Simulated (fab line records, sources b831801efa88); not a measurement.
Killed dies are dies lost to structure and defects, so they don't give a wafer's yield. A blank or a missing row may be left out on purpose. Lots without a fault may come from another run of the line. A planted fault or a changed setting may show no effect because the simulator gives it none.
fab line records | flow sky130
record lots=24 wafers=72 last_day=50
route steps=708 shown FIELD_ISO@1 NWELL@68 POLY_CUT@317 LI_CONTACT@364
lots that met no fault: from a run of the same line without faults
start_h: hours from the record's first day to the start of the lot's first wafer shown | wait_h: hours since the lot's step before | " the same as in the row above | L1.1+2: a row that stands for several wafers | - no value, or no start given | * or withheld: withheld | < > ~ a bound
route shown NAME@n: a module of which the file shows steps, and the number in the route of the first | usual: mean/standard deviation of fault-free wafers | same: alike in all rows | chamber/n: place in a boat | sites: the reading at each site | _std_site: their standard deviation | _edge_site: outer sites' mean less inner sites' | radius_mm: how far each site lies from the wafer's centre | mask NAME#n: copy n | behind: the tool/chamber that last shaped the wafer | hold: why the lot was held/for how many hours/how that ended | device: the transistor (n, p or np) that didn't switch | end of line: the same wafers' tests at the end of the route | a step without rows: its recipe alone | killed: dies lost to structure and defects at the first sort, not the wafer's yield | map: a wafer's dies, x killed, . not, _ none there
set.NAME: the setting as run; set.NAME@STEP: as run at that earlier step | model.NAME: the simulator's own value behind a step, which no gauge read
steps of the route over a sample of lots; a table a step, a row a wafer
services: from which hour (start_h, from the record's first day; less than 0 if before it) a tool's chamber was out of use, for how many hours, and why
## steps
# step SKY_FIELD_ISO_BOW_MEAS_00
# recipe mode=bow
# usual INCOMING_BOW=0/6.8
# columns lot.wafer tool chamber start_h wait_h INCOMING_BOW[um]
L074.2 film_metro-03 - 10.02 - 6
L074.3 " - " " 2
L074.6 " - " " -3
L075.1 film_metro-01 - 15.00 - 11
L075.2 " - " " 3
L075.4 " - " " -5
L076.1 film_metro-02 - 20.00 - -1
L076.2 " - " " 7
L076.5 " - " " -4
L077.2 film_metro-02 - 25.02 - -6
L077.4 " - " " 1
L077.5 " - " " 10
L078.1 film_metro-03 - 30.00 - -5
L078.2 " - " " -3
L078.5 " - " " 5
L079.2 film_metro-03 - 35.02 - 1
L079.5 " - " " 1
L079.6 " - " " 7
L080.1 film_metro-01 - 40.00 - 0
L080.3 " - " " 0
L080.4 " - " " 7
L081.3 film_metro-02 - 45.04 - 11
L081.4 " - " " -1
L081.6 " - " " 1
L082.1 film_metro-03 - 50.00 - 7
L082.2 " - " " 0
L082.4 " - " " 3
L083.1 film_metro-01 - 55.00 - 2
L083.2 " - " " -9
L083.6 " - " " -12
L084.4 film_metro-02 - 60.06 - 2
L084.5 " - " " 1
L084.6 " - " " 1
L085.3 film_metro-03 - 65.04 - -4
L085.4 " - " " 2
L085.6 " - " " 6
L086.2 film_metro-02 - 70.02 - 6
L086.4 " - " " 9
L086.6 " - " " 6
L087.3 film_metro-01 - 75.04 - 0
L087.4 " - " " -12
L087.6 " - " " -3
L088.2 film_metro-01 - 80.02 - 5
L088.5 " - " " -4
L088.6 " - " " -12
L089.2 film_metro-03 - 85.02 - -9
L089.4 " - " " 3
L089.5 " - " " 17
L090.3 film_metro-01 - 90.04 - -1
L090.4 " - " " 3
L090.6 " - " " 13
L091.1 film_metro-03 - 95.00 - -4
L091.2 " - " " 5
L091.5 " - " " 0
L092.1 film_metro-02 - 100.00 - -2
L092.2 " - " " 7
L092.5 " - " " 5
L093.1 film_metro-02 - 105.00 - -7
L093.3 " - " " -6
L093.4 " - " " 4
L094.1 film_metro-01 - 110.00 - -14
L094.5 " - " " 9
L094.6 " - " " 0
L095.2 film_metro-01 - 115.02 - -12
L095.4 " - " " -10
L095.6 " - " " 11
L096.2 film_metro-01 - 120.02 - 0
L096.3 " - " " -6
L096.5 " - " " -2
L097.1 film_metro-02 - 125.00 - 1
L097.3 " - " " -4
L097.6 " - " " 0
# step SKY_FIELD_ISO_ETCH_17
# recipe target_depth_a=3420 mask_material=Si3N4 chemistry=HBr/Cl2/O2 target=Si taper_deg=5 icp_w=600 bias_w=150 pressure_mtorr=15 HBr_flow_sccm=150 Cl2_flow_sccm=40 O2_flow_sccm=6 time_s=97.7
# usual drypump_motor_current_A=5.9/0.4 oes_product_au=0.996/0.013 throttle_valve_pct=25.660/0.012
# columns lot.wafer tool chamber start_h wait_h drypump_motor_current_A oes_product_au rf_hours_counter_h throttle_valve_pct
L074.2 rie_si-02 0 33.02 0.1 6.4 0.990 14 25.662
L074.3 " 2 " " 6.1 0.989 96 25.667
L074.6 " 2 " " 6.1 1.005 - 25.654
L075.1 rie_si-01 1 42.73 0.1 5.7 0.967 3 25.664
L075.2 " 2 " " 5.5 0.995 1 25.665
L075.4 " 3 " " 5.8 1.013 63 25.636
L076.1 rie_si-02 3 43.08 0.1 6.3 0.994 41 25.680
L076.2 " 1 " " 5.3 0.990 0 25.667
L076.5 " 2 " " 6.0 1.002 - 25.663
L077.2 rie_si-01 2 46.50 0.1 5.5 0.996 1 25.673
L077.4 " 2 " " 5.5 0.989 - 25.643
L077.5 " 3 " " 5.8 1.005 - 25.652
L078.1 rie_si-01 0 52.42 0.1 6.4 1.007 37 25.650
L078.2 " 2 " " 5.5 0.997 1 25.660
L078.5 " 3 " " 5.8 1.007 - 25.660
L079.2 rie_si-02 3 56.73 0.1 6.3 0.977 41 25.657
L079.5 " 0 " " 6.5 1.003 - 25.650
L079.6 " 1 " " 5.2 0.992 - 25.667
L080.1 rie_si-02 0 62.03 0.1 6.4 0.998 14 25.651
L080.3 " 3 " " 6.3 0.983 41 25.659
L080.4 " 2 " " 6.1 1.004 97 25.655
L081.3 rie_si-01 0 68.78 0.0 6.4 1.005 37 25.665
L081.4 " 1 " " 5.6 0.971 3 25.691
L081.6 " 0 " " 6.4 1.009 - 25.650
L082.1 rie_si-02 2 73.35 0.1 6.0 1.002 97 25.670
L082.2 " 3 " " 6.3 1.002 41 25.647
L082.4 " 0 " " 6.5 1.011 14 25.653
L083.1 rie_si-01 0 76.97 0.1 6.4 0.996 37 25.651
L083.2 " 2 " " 5.5 0.999 1 25.655
L083.6 " 2 " " 5.5 0.987 - 25.656
L084.4 rie_si-02 1 83.32 0.0 5.3 0.993 1 25.671
L084.5 " 0 " " 6.4 1.000 - 25.658
L084.6 " 1 " " 5.3 0.987 - 25.658
L085.3 rie_si-01 2 85.87 0.0 5.5 0.992 1 25.683
L085.4 " 1 " " 5.7 0.974 4 25.682
L085.6 " 3 " " 5.8 1.008 - 25.673
L086.2 rie_si-02 1 90.42 0.1 5.2 1.000 1 25.648
L086.4 " 1 " " 5.2 0.991 - 25.673
L086.6 " 3 " " 6.3 0.986 - 25.646
L087.3 rie_si-01 2 96.57 0.0 5.5 0.978 2 25.651
L087.4 " 3 " " 5.8 0.993 63 25.661
L087.6 " 3 " " 5.8 1.008 - 25.645
L088.2 rie_si-01 2 106.08 0.1 5.6 0.987 2 25.663
L088.5 " 2 " " 5.5 0.991 - 25.651
L088.6 " 1 " " 5.6 0.979 - 25.673
L089.2 rie_si-02 1 109.48 0.1 5.2 0.982 1 25.677
L089.4 " 0 " " 6.5 0.991 14 25.640
L089.5 " 3 " " 6.3 0.974 - 25.680
L090.3 rie_si-01 0 112.90 0.0 6.4 1.006 38 25.657
L090.4 " 1 " " 5.6 0.970 4 25.674
L090.6 " 3 " " 5.8 1.001 - 25.652
L091.1 rie_si-02 3 118.57 0.1 6.3 0.980 42 25.673
L091.2 " 0 " " 6.5 1.003 14 25.664
L091.5 " 3 " " 6.3 0.990 - 25.665
L092.1 rie_si-01 3 122.90 0.1 5.8 1.015 64 25.645
L092.2 " 2 " " 5.5 0.995 2 25.669
L092.5 " 3 " " 5.8 1.019 - 25.644
L093.1 rie_si-02 3 127.02 0.1 6.3 0.987 42 25.659
L093.3 " 1 " " 5.2 0.998 1 25.661
L093.4 " 2 " " 6.1 1.002 97 25.671
L094.1 rie_si-01 1 132.90 0.1 5.6 0.986 4 25.658
L094.5 " 2 " " 5.5 1.004 - 25.656
L094.6 " 3 " " 5.8 1.001 - 25.673
L095.2 rie_si-01 2 138.35 0.1 5.5 0.994 2 25.646
L095.4 " 0 " " 6.4 0.994 38 25.662
L095.6 " 0 " " 6.4 0.996 - 25.662
L096.2 rie_si-01 3 143.67 0.1 5.8 1.005 64 25.657
L096.3 " 2 " " 5.5 0.980 2 25.683
L096.5 " 3 " " 5.8 1.004 - 25.657
L097.1 rie_si-01 1 148.93 0.1 5.6 0.983 4 25.666
L097.3 " 3 " " 5.8 1.012 64 25.662
L097.6 " 2 " " 5.5 0.999 - 25.674
# step SKY_NWELL_TW_MEAS_15
# usual NWELL_TW=1818/20
# columns lot.wafer tool chamber start_h wait_h NWELL_TW
L074.2 film_metro-02 - 98.26 0.1 1792
L074.3 " - " " 1794
L074.6 " - " " 1797
L075.1 film_metro-03 - 108.80 0.1 1847
L075.2 " - " " 1837
L075.4 " - " " 1839
L076.1 film_metro-04 - 108.94 0.1 1798
L076.2 " - " " 1807
L076.5 " - " " 1814
L077.2 film_metro-03 - 112.47 0.1 1829
L077.4 " - " " 1848
L077.5 " - " " 1847
L078.1 film_metro-03 - 114.11 0.1 1835
L078.2 " - " " 1850
L078.5 " - " " 1842
L079.2 film_metro-04 - 121.87 0.1 1827
L079.5 " - " " 1820
L079.6 " - " " 1822
L080.1 film_metro-03 - 125.11 0.1 1841
L080.3 " - " " 1837
L080.4 " - " " 1844
L081.3 film_metro-04 - 129.36 0.1 1827
L081.4 " - " " 1817
L081.6 " - " " 1817
L082.1 film_metro-02 - 140.21 0.1 1809
L082.2 " - " " 1806
L082.4 " - " " 1802
L083.1 film_metro-03 - 140.34 0.1 1844
L083.2 " - " " 1840
L083.6 " - " " 1833
L084.4 film_metro-04 - 145.28 0.1 1828
L084.5 " - " " 1823
L084.6 " - " " 1827
L085.3 film_metro-03 - 150.18 0.1 1836
L085.4 " - " " 1840
L085.6 " - " " 1839
L086.2 film_metro-02 - 154.75 0.1 1806
L086.4 " - " " 1800
L086.6 " - " " 1802
L087.3 film_metro-02 - 162.42 0.1 1813
L087.4 " - " " 1803
L087.6 " - " " 1810
L088.2 film_metro-02 - 169.76 0.1 1794
L088.5 " - " " 1798
L088.6 " - " " 1806
L089.2 film_metro-04 - 175.22 0.1 1822
L089.4 " - " " 1817
L089.5 " - " " 1812
L090.3 film_metro-03 - 180.72 0.1 1833
L090.4 " - " " 1837
L090.6 " - " " 1837
L091.1 film_metro-04 - 185.06 0.1 1810
L091.2 " - " " 1814
L091.5 " - " " 1821
L092.1 film_metro-03 - 190.71 0.1 1822
L092.2 " - " " 1836
L092.5 " - " " 1825
L093.1 film_metro-03 - 203.71 0.1 1858
L093.3 " - " " 1857
L093.4 " - " " 1852
L094.1 film_metro-04 - 210.11 0.1 1801
L094.5 " - " " 1792
L094.6 " - " " 1802
L095.2 film_metro-02 - 215.40 0.1 1781
L095.4 " - " " 1785
L095.6 " - " " 1787
L096.2 film_metro-04 - 217.56 0.1 1792
L096.3 " - " " 1798
L096.5 " - " " 1792
L097.1 film_metro-02 - 220.50 0.1 1791
L097.3 " - " " 1792
L097.6 " - " " 1785
# step SKY_POLY_CUT_ETCH_10
# recipe chemistry=N2/H2 target=BARC ion_energy_ev=200 source_w=500 bias_w=100 pressure_mtorr=30 n2_flow_sccm=100 h2_flow_sccm=200 stop_on=SiO2 time_s=45.9 target_depth_a=600
# usual drypump_motor_current_A=5.8/0.43 oes_product_au=0.856/0.0043 throttle_valve_pct=13.224/0.009
# columns lot.wafer tool chamber start_h wait_h drypump_motor_current_A oes_product_au rf_hours_counter_h throttle_valve_pct
L074.2 rie_diel-02 2 578.57 0.0 4.6 0.852 46 13.222
L074.3 " 0 " " 6.2 0.859 12 13.213
L074.6 " 1 " " 5.9 0.851 - 13.227
L076.1 rie_diel-02 0 592.45 0.0 6.3 0.859 13 13.221
L076.2 " 2 " " 4.6 0.854 47 13.230
L076.5 " 0 " " 6.3 0.853 - 13.223
L075.1 rie_diel-04 3 595.21 0.0 5.9 0.855 9 13.218
L075.2 " 2 " " 6.2 0.860 45 13.227
L075.4 " 1 " " 6.4 0.852 57 13.213
L077.2 rie_diel-04 3 604.26 0.0 5.9 0.852 9 13.219
L077.4 " 0 " " 5.5 0.857 28 13.213
L077.5 " 3 " " 5.9 0.845 - 13.221
L078.1 rie_diel-03 2 605.56 0.0 6.1 0.858 40 13.211
L078.2 " 1 " " 5.7 0.852 8 13.203
L078.5 " 2 " " 6.1 0.854 - 13.219
L079.2 rie_diel-03 2 618.01 0.0 6.1 0.857 40 13.204
L079.5 " 0 " " 5.6 0.854 - 13.212
L079.6 " 1 " " 5.7 0.856 - 13.223
L080.1 rie_diel-02 1 618.27 0.0 6.0 0.854 4 13.223
L080.3 " 2 " " 4.7 0.843 47 13.227
L080.4 " 0 " " 6.2 0.851 13 13.227
L081.3 rie_diel-02 0 624.83 0.0 6.2 0.856 14 13.219
L081.4 " 3 " " 6.0 0.857 16 13.218
L081.6 " 0 " " 6.2 0.855 - 13.221
L082.1 rie_diel-04 1 640.71 0.0 6.4 0.856 57 13.227
L082.2 " 0 " " 5.5 0.851 28 13.231
L082.4 " 3 " " 5.9 0.855 10 13.227
L083.1 rie_diel-03 2 640.93 0.0 6.1 0.860 40 13.228
L083.2 " 3 " " 5.8 0.857 10 13.224
L083.6 " 3 " " 5.8 0.852 - 13.234
L084.4 rie_diel-02 2 647.48 0.0 4.7 0.851 48 13.232
L084.5 " 0 " " 6.2 0.859 - 13.214
L084.6 " 3 " " 6.0 0.853 - 13.234
L085.3 rie_diel-02 3 652.48 0.0 6.0 0.851 17 13.225
L085.4 " 2 " " 4.6 0.862 48 13.231
L085.6 " 2 " " 4.7 0.858 - 13.217
L086.2 rie_diel-03 0 669.16 0.0 5.6 0.858 4 13.222
L086.4 " 1 " " 5.7 0.856 9 13.228
L086.6 " 3 " " 5.8 0.859 - 13.229
L087.3 rie_diel-03 2 673.77 0.0 6.1 0.853 42 13.224
L087.4 " 3 " " 5.8 0.854 11 13.220
L087.6 " 2 " " 6.1 0.846 - 13.228
L089.2 rie_diel-03 3 682.86 0.0 5.8 0.850 12 13.216
L089.4 " 0 " " 5.5 0.855 5 13.217
L089.5 " 0 " " 5.6 0.855 - 13.220
L088.2 rie_diel-02 1 684.78 0.0 5.9 0.854 5 13.233
L088.5 " 0 " " 6.2 0.853 - 13.239
L088.6 " 3 " " 6.0 0.854 - 13.236
L092.1 rie_diel-04 1 712.27 0.0 6.4 0.852 1 13.210
L092.2 " 0 " " 5.5 0.855 30 13.235
L092.5 " 2 " " 6.2 0.853 - 13.228
L090.3 rie_diel-04 2 713.81 0.0 6.1 0.854 47 13.232
L090.4 " 3 " " 5.9 0.853 12 13.215
L090.6 " 3 " " 5.9 0.855 - 13.233
L091.1 rie_diel-03 3 715.53 0.0 5.8 0.848 13 13.231
L091.2 " 0 " " 5.5 0.859 6 13.219
L091.5 " 3 " " 5.8 0.858 - 13.218
L093.1 rie_diel-02 0 720.57 0.0 6.2 0.861 16 13.232
L093.3 " 3 " " 6.0 0.858 18 13.220
L093.4 " 2 " " 4.7 0.861 50 13.226
L094.1 rie_diel-03 2 728.28 0.0 6.1 0.863 43 13.224
L094.5 " 0 " " 5.5 0.859 - 13.226
L094.6 " 3 " " 5.8 0.851 - 13.247
L095.2 rie_diel-02 1 730.06 0.0 5.9 0.853 6 13.224
L095.4 " 2 " " 4.7 0.857 50 13.225
L095.6 " 3 " " 6.0 0.855 - 13.218
L096.2 rie_diel-04 0 736.71 0.0 5.5 0.861 31 13.225
L096.3 " 3 " " 5.9 0.864 12 13.222
L096.5 " 0 " " 5.5 0.854 - 13.216
L097.1 rie_diel-02 1 738.70 0.0 6.0 0.854 7 13.244
L097.3 " 0 " " 6.2 0.863 16 13.232
L097.6 " 3 " " 6.0 0.857 - 13.212
# step SKY_LI_CONTACT_CMP_02
# recipe material=PSG down_force_psi=4 platen_rpm=60 pad_velocity_m_s=0.94248
# usual head_pressure_psi=4.000/0.0079 motor_current_A=11.7/0.81 time_to_endpoint_s=32.0/2.4
# columns lot.wafer tool chamber start_h wait_h head_pressure_psi motor_current_A time_to_endpoint_s
L074.2 cmp-01 2 666.59 0.1 4.007 12.0 35.8
L074.3 " 3 " " 4.000 12.5 35.8
L074.6 " 2 " " 4.003 11.9 34.1
L076.2 cmp-01 1 680.19 0.1 3.994 12.4 32.1
L076.1 " 3 " " 3.999 12.3 31.9
L076.5 " 1 " " 3.996 11.8 31.3
L075.4 cmp-01 0 681.99 0.1 4.006 10.7 33.1
L075.2 " 1 " " 4.017 12.1 32.5
L075.1 " 2 " " 4.014 12.0 32.9
L077.2 cmp-02 0 690.23 0.0 4.005 10.9 32.2
L077.4 " 1 " " 4.006 11.9 32.3
L077.5 " 1 " " 4.011 12.9 34.5
L078.2 cmp-01 0 692.65 0.1 3.992 10.4 30.9
L078.1 " 1 " " 3.997 12.6 28.8
L078.5 " 2 " " 3.995 11.9 31.2
L079.2 cmp-02 3 703.30 0.1 4.005 10.5 28.4
L079.5 " 1 " " 3.998 12.2 31.5
L079.6 " 2 " " 4.011 12.2 30.5
L080.1 cmp-01 3 704.75 0.1 3.999 12.6 31.8
L080.3 " 0 " " 3.999 11.1 32.4
L080.4 " 1 " " 4.001 11.9 32.4
L081.4 cmp-01 0 711.98 0.1 3.995 10.8 33.4
L081.3 " 1 " " 4.008 12.0 34.1
L081.6 " 2 " " 4.007 12.1 32.7
L082.2 cmp-02 3 726.43 0.0 4.004 10.4 31.2
L082.1 " 0 " " 4.007 11.0 33.8
L082.4 " 1 " " 3.998 12.5 30.9
L083.1 cmp-02 1 727.35 0.1 4.010 12.3 31.6
L083.2 " 2 " " 3.989 12.1 32.1
L083.6 " 1 " " 3.994 11.6 30.6
L084.4 cmp-01 1 732.59 0.1 3.991 12.5 34.0
L084.6 " 3 " " 3.989 12.4 29.5
L084.5 " 0 " " 3.996 10.5 31.6
L085.3 cmp-02 1 737.59 0.0 4.000 12.5 31.4
L085.4 " 0 " " 3.989 11.3 28.0
L085.6 " 2 " " 4.006 12.0 30.7
L086.2 cmp-01 1 754.30 0.2 3.993 11.9 32.1
L086.4 " 0 " " 4.004 11.2 33.3
L086.6 " 1 " " 3.999 12.2 34.1
L087.3 cmp-01 3 758.98 0.1 3.998 13.0 31.3
L087.4 " 0 " " 4.005 10.8 28.6
L087.6 " 2 " " 4.003 12.4 32.4
L089.4 cmp-02 1 767.09 0.0 4.004 11.9 32.1
L089.2 " 2 " " 4.013 12.5 32.3
L089.5 " 2 " " 4.015 12.0 34.6
L088.2 cmp-02 0 767.80 0.1 3.997 11.4 32.9
L088.5 " 2 " " 4.002 11.6 36.2
L088.6 " 3 " " 3.998 10.4 33.2
L092.1 cmp-02 0 793.58 0.1 3.997 11.8 26.0
L092.2 " 3 " " 4.004 10.2 28.2
L092.5 " 0 " " 3.997 11.6 28.5
L090.3 cmp-02 3 796.54 0.5 4.008 9.6 34.1
L090.4 " 1 " " 3.996 12.0 33.2
L090.6 " 3 " " 3.997 10.0 32.7
L091.1 cmp-02 1 797.74 0.1 4.005 12.6 32.7
L091.2 " 0 " " 4.001 11.8 33.9
L091.5 " 2 " " 4.009 12.3 33.7
L093.4 cmp-02 0 801.54 0.0 3.981 11.6 28.9
L093.1 " 1 " " 3.988 12.5 30.2
L093.3 " 3 " " 4.006 9.8 29.6
L094.1 cmp-02 1 809.72 0.2 4.006 12.5 32.9
L094.6 " 0 " " 4.006 11.7 32.7
L094.5 " 1 " " 3.999 12.1 30.3
L095.4 cmp-02 0 811.49 0.0 3.992 11.6 26.0
L095.2 " 1 " " 3.987 12.4 28.2
L095.6 " 1 " " 4.008 12.4 28.3
L096.2 cmp-01 1 817.58 0.1 3.996 12.0 35.9
L096.3 " 2 " " 4.010 12.0 33.0
L096.5 " 1 " " 4.000 12.5 39.4
L097.3 cmp-02 0 818.79 0.0 3.993 11.0 28.8
L097.1 " 1 " " 3.989 12.4 30.4
L097.6 " 1 " " 4.011 12.8 28.2
# step SKY_LI_CONTACT_CVD_21
# recipe material=W target_thk_nm=400 time_s=120.56 temp_c=400 pressure_torr=40
# usual heater_power_w=847/55
# columns lot.wafer tool chamber start_h wait_h heater_power_w
L074.2 cvd_w-01 0 695.61 0.0 772
L074.3 " 0 " " 805
L074.6 " 0 " " 773
L076.1 cvd_w-02 1 709.28 0.0 860
L076.2 " 1 " " 857
L076.5 " 1 " " 844
L075.1 cvd_w-02 1 710.97 0.0 848
L075.2 " 1 " " 825
L075.4 " 1 " " 852
L077.2 cvd_w-01 1 719.58 0.0 911
L077.4 " 1 " " 912
L077.5 " 0 " " 780
L078.1 cvd_w-02 1 722.09 0.0 859
L078.2 " 1 " " 853
L078.5 " 1 " " 856
L079.2 cvd_w-02 1 731.03 0.1 840
L079.5 " 1 " " 875
L079.6 " 1 " " 844
L080.1 cvd_w-02 1 733.09 0.0 862
L080.3 " 1 " " 841
L080.4 " 1 " " 848
L081.3 cvd_w-01 0 740.23 0.1 781
L081.4 " 1 " " 935
L081.6 " 0 " " 786
L082.1 cvd_w-01 1 753.59 0.0 908
L082.2 " 0 " " 785
L082.4 " 1 " " 912
L083.1 cvd_w-01 1 754.62 0.0 896
L083.2 " 0 " " 777
L083.6 " 0 " " 788
L084.4 cvd_w-02 1 759.65 0.2 849
L084.5 " 1 " " 843
L084.6 " 1 " " 846
L085.3 cvd_w-01 1 764.72 0.1 902
L085.4 " 0 " " 786
L085.6 " 0 " " 751
L086.2 cvd_w-01 1 782.32 0.0 909
L086.4 " 1 " " 886
L086.6 " 0 " " 764
L087.3 cvd_w-01 0 786.63 0.1 778
L087.4 " 1 " " 896
L087.6 " 1 " " 948
L089.2 cvd_w-02 1 794.65 0.1 839
L089.4 " 1 " " 861
L089.5 " 1 " " 864
L088.2 cvd_w-01 0 795.34 0.0 786
L088.5 " 1 " " 928
L088.6 " 0 " " 764
L092.1 cvd_w-01 0 820.26 0.0 785
L092.2 " 1 " " 920
L092.5 " 0 " " 779
L090.3 cvd_w-01 0 823.83 0.1 781
L090.4 " 1 " " 915
L090.6 " 0 " " 787
L091.1 cvd_w-01 1 825.19 0.0 917
L091.2 " 0 " " 763
L091.5 " 0 " " 789
L093.1 cvd_w-02 1 828.49 0.0 839
L093.3 " 1 " " 836
L093.4 " 0 " " 893
L094.1 cvd_w-01 0 836.27 0.0 781
L094.5 " 0 " " 790
L094.6 " 1 " " 924
L095.2 cvd_w-01 0 838.69 0.0 764
L095.4 " 0 " " 772
L095.6 " 0 " " 784
L096.2 cvd_w-01 1 844.29 0.0 906
L096.3 " 1 " " 893
L096.5 " 1 " " 921
L097.1 cvd_w-02 1 845.97 0.0 837
L097.3 " 0 " " 909
L097.6 " 0 " " 885
## services
# columns tool chamber start_h hours kind
cmp-02 - 26.05 0.4 repair
cvd_w-01 0 30.85 4.2 repair
rie_si-01 1 45.24 4.2 repair
cmp-02 - 46.56 1.7 repair
cmp-02 - 86.25 10.3 pm
cvd_w-01 1 134.63 11.8 repair
rie_si-01 - 158.51 4.5 repair
cmp-02 - 160.26 1.4 repair
rie_si-01 3 162.96 6.9 repair
cmp-02 - 206.69 4.5 pm
cmp-02 - 213.10 0.8 repair
cvd_w-01 - 219.81 0.5 repair
cmp-02 - 232.00 4.0 pm
cmp-02 - 280.64 0.5 repair
cvd_w-01 - 284.50 22.1 repair
cvd_w-01 - 287.71 0.7 repair
rie_si-01 3 308.64 2.2 repair
cmp-02 - 315.20 0.3 repair
cvd_w-01 - 390.00 14.0 pm
cvd_w-01 1 390.62 5.8 repair
cvd_w-01 - 410.88 6.9 pm
cvd_w-01 - 421.88 2.8 pm
cvd_w-01 0 597.95 5.8 repair
cvd_w-01 - 729.12 1.0 repair
## key
fault none
